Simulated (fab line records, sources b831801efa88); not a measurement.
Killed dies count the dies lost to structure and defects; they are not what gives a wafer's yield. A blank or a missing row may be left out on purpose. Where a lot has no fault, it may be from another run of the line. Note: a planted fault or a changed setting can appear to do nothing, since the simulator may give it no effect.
The tool behind it: which one? :: flow gf180mcu :: Sampling: 14 lots, 42 wafers, 5 of 602 route steps

== WHAT EACH GAUGE READ, for each wafer ==
GF_VT_IMPLANT_TW_MEAS_21. Usual: for VT_IMPLANT_2_TW the level is 1220 and the standard deviation is 6.9.
lot: L774
measured: day 6 18:58
on: film-metro-02
VT_IMPLANT_2_TW: 1223 1220 1220
flag: 

lot: L775
measured: day 6 20:53
on: film-metro-04
VT_IMPLANT_2_TW: 1225 1233 1230
flag: 

lot: L776
measured: day 7 02:21
on: film-metro-02
VT_IMPLANT_2_TW: 1218 1234 1222
flag: 

lot: L777
measured: day 7 13:01
on: film-metro-04
VT_IMPLANT_2_TW: 1230 1229 1233
flag: 

lot: L779
measured: day 7 22:16
on: film-metro-04
VT_IMPLANT_2_TW: 1227 1228 1230
flag: 

lot: L781
measured: day 8 08:46
on: film-metro-01
VT_IMPLANT_2_TW: 1201 1209 1209
flag: 

lot: L784
measured: day 9 02:55
on: film-metro-01
VT_IMPLANT_2_TW: 1222 1215 1223
flag: 

lot: L787
measured: day 9 23:01
on: film-metro-04
VT_IMPLANT_2_TW: 1217 1223 1220
flag: 

lot: L791
measured: day 11 00:53
on: film-metro-04
VT_IMPLANT_2_TW: 1229 1224 1223
flag: 

lot: L792
measured: day 11 05:08
on: film-metro-01
VT_IMPLANT_2_TW: 1210 1207 1209
flag: 

lot: L793
measured: day 11 11:07
on: film-metro-02
VT_IMPLANT_2_TW: 1215 1220 1217
flag: 

lot: L794
measured: day 11 18:07
on: film-metro-02
VT_IMPLANT_2_TW: 1219 1215 1217
flag: 

lot: L795
measured: day 11 23:08
on: film-metro-04
VT_IMPLANT_2_TW: 1221 1225 1226
flag: 

lot: L796
measured: day 12 07:51
on: film-metro-02
VT_IMPLANT_2_TW: 1227 1223 1223
flag: 

GF_POLY_GATE_THK_MEAS_17. Usual: for POLY_GATE_OXIDATION_THK the level is 4.02 nm and the standard deviation is 0.079.
lot: L774
measured: day 9 22:17
on: film-metro-02
POLY_GATE_OXIDATION_THK (nm): 3.91 3.91 3.84
flag: 

lot: L775
measured: day 10 02:01
on: film-metro-04
POLY_GATE_OXIDATION_THK (nm): 3.97 3.90 3.98
flag: 

lot: L776
measured: day 10 07:19
on: film-metro-02
POLY_GATE_OXIDATION_THK (nm): 4.07 4.05 4.07
flag: 

lot: L777
measured: day 10 20:49
on: film-metro-03
POLY_GATE_OXIDATION_THK (nm): 3.97 4.01 3.92
flag: 

lot: L779
measured: day 11 10:15
on: film-metro-02
POLY_GATE_OXIDATION_THK (nm): 4.11 4.10 4.07
flag: 

lot: L781
measured: day 11 23:47
on: film-metro-02
POLY_GATE_OXIDATION_THK (nm): 4.07 4.07 4.06
flag: 

lot: L784
measured: day 12 16:23
on: film-metro-04
POLY_GATE_OXIDATION_THK (nm): 4.22 4.08 4.20
flag: 

lot: L787
measured: day 13 13:17
on: film-metro-02
POLY_GATE_OXIDATION_THK (nm): 3.99 4.04 4.00
flag: 

lot: L791
measured: day 14 18:37
on: film-metro-02
POLY_GATE_OXIDATION_THK (nm): 3.99 3.99 4.06
flag: 

lot: L792
measured: day 14 22:10
on: film-metro-04
POLY_GATE_OXIDATION_THK (nm): 3.95 4.02 3.89
flag: 

lot: L793
measured: day 15 04:20
on: film-metro-04
POLY_GATE_OXIDATION_THK (nm): 4.15 4.01 4.06
flag: 

lot: L794
measured: day 15 13:35
on: film-metro-03
POLY_GATE_OXIDATION_THK (nm): 3.98 4.05 4.01
flag: 

lot: L795
measured: day 15 20:31
on: film-metro-03
POLY_GATE_OXIDATION_THK (nm): 4.06 4.04 4.06
flag: 

lot: L796
measured: day 16 04:10
on: film-metro-03
POLY_GATE_OXIDATION_THK (nm): 4.14 4.12 4.08
flag: 

GF_HV_LDD_TW_MEAS_23. Usual: for HV_LDD_2_TW the level is 1063 and the standard deviation is 7.9.
lot: L774
measured: day 11 11:08
on: film-metro-03
HV_LDD_2_TW: 1072 1068 1059
flag: 

lot: L775
measured: day 11 15:13
on: film-metro-03
HV_LDD_2_TW: 1065 1066 1068
flag: 

lot: L776
measured: day 11 22:11
on: film-metro-03
HV_LDD_2_TW: 1064 1062 1065
flag: 

lot: L777
measured: day 12 11:58
on: film-metro-01
HV_LDD_2_TW: 1051 1048 1050
flag: 

lot: L779
measured: day 13 01:56
on: film-metro-01
HV_LDD_2_TW: 1056 1059 1059
flag: 

lot: L781
measured: day 13 17:13
on: film-metro-04
HV_LDD_2_TW: 1020 1027 1023
flag: OFF

lot: L784
measured: day 14 10:29
on: film-metro-04
HV_LDD_2_TW: 1017 1018 1017
flag: OFF

lot: L787
measured: day 15 08:44
on: film-metro-04
HV_LDD_2_TW: 1063 1071 1062
flag: 

lot: L791
measured: day 16 15:40
on: film-metro-03
HV_LDD_2_TW: 1066 1068 1069
flag: 

lot: L792
measured: day 16 20:44
on: film-metro-03
HV_LDD_2_TW: 1070 1066 1067
flag: 

lot: L793
measured: day 17 03:07
on: film-metro-03
HV_LDD_2_TW: 1066 1060 1064
flag: 

lot: L794
measured: day 17 12:34
on: film-metro-01
HV_LDD_2_TW: 1049 1051 1051
flag: 

lot: L795
measured: day 17 19:29
on: film-metro-03
HV_LDD_2_TW: 1073 1072 1070
flag: 

lot: L796
measured: day 18 04:22
on: film-metro-03
HV_LDD_2_TW: 1062 1069 1071
flag: 

GF_HV_LDD_CD_MEAS_46: target cd 400 nm. Usual: cd-nm at 400.2 nm, with a standard deviation of 1.8.
lot: L774
measured: day 13 02:27
on: cd-sem-02
cd-nm (nm): 403.2 403.4 401.3
flag: 

lot: L775
measured: day 13 08:26
on: cd-sem-01
cd-nm (nm): 401.1 402.0 399.6
flag: 

lot: L776
measured: day 13 14:37
on: cd-sem-01
cd-nm (nm): 403.3 401.8 402.6
flag: 

lot: L777
measured: day 14 05:17
on: cd-sem-01
cd-nm (nm): 399.0 398.2 399.0
flag: 

lot: L779
measured: day 14 20:25
on: cd-sem-02
cd-nm (nm): 401.2 401.2 399.9
flag: 

lot: L781
measured: day 15 12:34
on: cd-sem-02
cd-nm (nm): 401.1 399.7 400.3
flag: 

lot: L784
measured: day 16 06:44
on: cd-sem-02
cd-nm (nm): 401.1 400.4 402.1
flag: 

lot: L787
measured: day 17 06:28
on: cd-sem-01
cd-nm (nm): 400.4 401.5 399.2
flag: 

lot: L791
measured: day 18 16:25
on: cd-sem-02
cd-nm (nm): 401.3 398.3 400.4
flag: 

lot: L792
measured: day 18 20:25
on: cd-sem-02
cd-nm (nm): 398.2 400.4 398.2
flag: 

lot: L793
measured: day 19 03:43
on: cd-sem-01
cd-nm (nm): 396.4 397.5 398.2
flag: 

lot: L794
measured: day 19 14:52
on: cd-sem-01
cd-nm (nm): 401.1 401.2 400.0
flag: 

lot: L795
measured: day 19 21:52
on: cd-sem-01
cd-nm (nm): 399.7 402.5 399.8
flag: 

lot: L796
measured: day 20 06:38
on: cd-sem-01
cd-nm (nm): 400.4 401.0 401.5
flag: 

== WHAT TOOL EACH LOT RAN ON (gives the tool, then ch and the chambers of the sampled wafers, and finally the start) ==
lot: L774
GF_HV_LDD_IMPLANT_21: implanter-02 ch 0, day 11 10:55

lot: L775
GF_HV_LDD_IMPLANT_21: implanter-04 ch 0, day 11 15:00

lot: L776
GF_HV_LDD_IMPLANT_21: implanter-02 ch 0, day 11 21:56

lot: L777
GF_HV_LDD_IMPLANT_21: implanter-04 ch 0, day 12 11:43

lot: L779
GF_HV_LDD_IMPLANT_21: implanter-04 ch 0, day 13 01:41

lot: L781
GF_HV_LDD_IMPLANT_21: implanter-02 ch 0, day 13 16:58

lot: L784
GF_HV_LDD_IMPLANT_21: implanter-02 ch 0, day 14 10:16

lot: L787
GF_HV_LDD_IMPLANT_21: implanter-04 ch 0, day 15 08:29

lot: L791
GF_HV_LDD_IMPLANT_21: implanter-02 ch 0, day 16 15:25

lot: L792
GF_HV_LDD_IMPLANT_21: implanter-04 ch 0, day 16 20:31

lot: L793
GF_HV_LDD_IMPLANT_21: implanter-02 ch 0, day 17 02:52

lot: L794
GF_HV_LDD_IMPLANT_21: implanter-04 ch 0, day 17 12:19

lot: L795
GF_HV_LDD_IMPLANT_21: implanter-04 ch 0, day 17 19:14

lot: L796
GF_HV_LDD_IMPLANT_21: implanter-02 ch 0, day 18 04:08
- GF_HV_LDD_IMPLANT_21

== AS READ BY THE TOOLS THEMSELVES (means over the sampled wafers that have a number; for cases with no such wafer, the mark the record gives instead) ==
GF_HV_LDD_IMPLANT_21. Usual: beam-energy-keV 25.001, standard deviation 0.0073; end-station-pressure-torr 5.24e-06 Torr, standard deviation 2.9e-07.
lot: L774
tool: implanter-02
beam-energy-keV: 25.007
end-station-pressure-torr (Torr): 5.13e-06
flag: 

lot: L775
tool: implanter-04
beam-energy-keV: 24.990
end-station-pressure-torr (Torr): 5.42e-06
flag: 

lot: L776
tool: implanter-02
beam-energy-keV: 24.999
end-station-pressure-torr (Torr): 5.38e-06
flag: 

lot: L777
tool: implanter-04
beam-energy-keV: 25.005
end-station-pressure-torr (Torr): 5.11e-06
flag: 

lot: L779
tool: implanter-04
beam-energy-keV: 25.014
end-station-pressure-torr (Torr): 5.19e-06
flag: 

lot: L781
tool: implanter-02
beam-energy-keV: 21.439
end-station-pressure-torr (Torr): 5.40e-06
flag: OFF

lot: L784
tool: implanter-02
beam-energy-keV: 21.420
end-station-pressure-torr (Torr): 5.30e-06
flag: OFF

lot: L787
tool: implanter-04
beam-energy-keV: 25.004
end-station-pressure-torr (Torr): 5.48e-06
flag: 

lot: L791
tool: implanter-02
beam-energy-keV: 25.001
end-station-pressure-torr (Torr): 5.32e-06
flag: 

lot: L792
tool: implanter-04
beam-energy-keV: 24.995
end-station-pressure-torr (Torr): 5.15e-06
flag: 

lot: L793
tool: implanter-02
beam-energy-keV: 25.002
end-station-pressure-torr (Torr): 5.20e-06
flag: 

lot: L794
tool: implanter-04
beam-energy-keV: 25.005
end-station-pressure-torr (Torr): 5.51e-06
flag: 

lot: L795
tool: implanter-04
beam-energy-keV: 25.004
end-station-pressure-torr (Torr): 5.42e-06
flag: 

lot: L796
tool: implanter-02
beam-energy-keV: 24.995
end-station-pressure-torr (Torr): 5.17e-06
flag: 

== THE ANSWER, worked out from the rows above alone ==
Rule: take the mean of a lot's wafers that have a number; if it is more than 3 standard deviations from the usual mean, the lot is off. Also off: a lot with no number at a reading for which 4 or more lots have one. All remaining lots with rows at the step are treated as sound. First the gauges in route order, then the tools' own readings, where a lot's mean is used as printed above. The first step at which some lot is off is used, and at that step the reading that is off furthest; a lot without a number counts as furthest.
Off: L781, L784, at GF_HV_LDD_TW_MEAS_23 (HV_LDD_2_TW).
A tool fits if, at a process step before that reading, it ran every lot that is off, and no sound lot after the first of them. Not tried: the gauges at GF_HV_LDD_TW_MEAS_23; whatever is off there is also off at GF_HV_LDD_IMPLANT_21, on other tools, and gauge error can't account for it. None of those tried fits.

== WHAT THE SIMULATOR HAD PUT IN ==
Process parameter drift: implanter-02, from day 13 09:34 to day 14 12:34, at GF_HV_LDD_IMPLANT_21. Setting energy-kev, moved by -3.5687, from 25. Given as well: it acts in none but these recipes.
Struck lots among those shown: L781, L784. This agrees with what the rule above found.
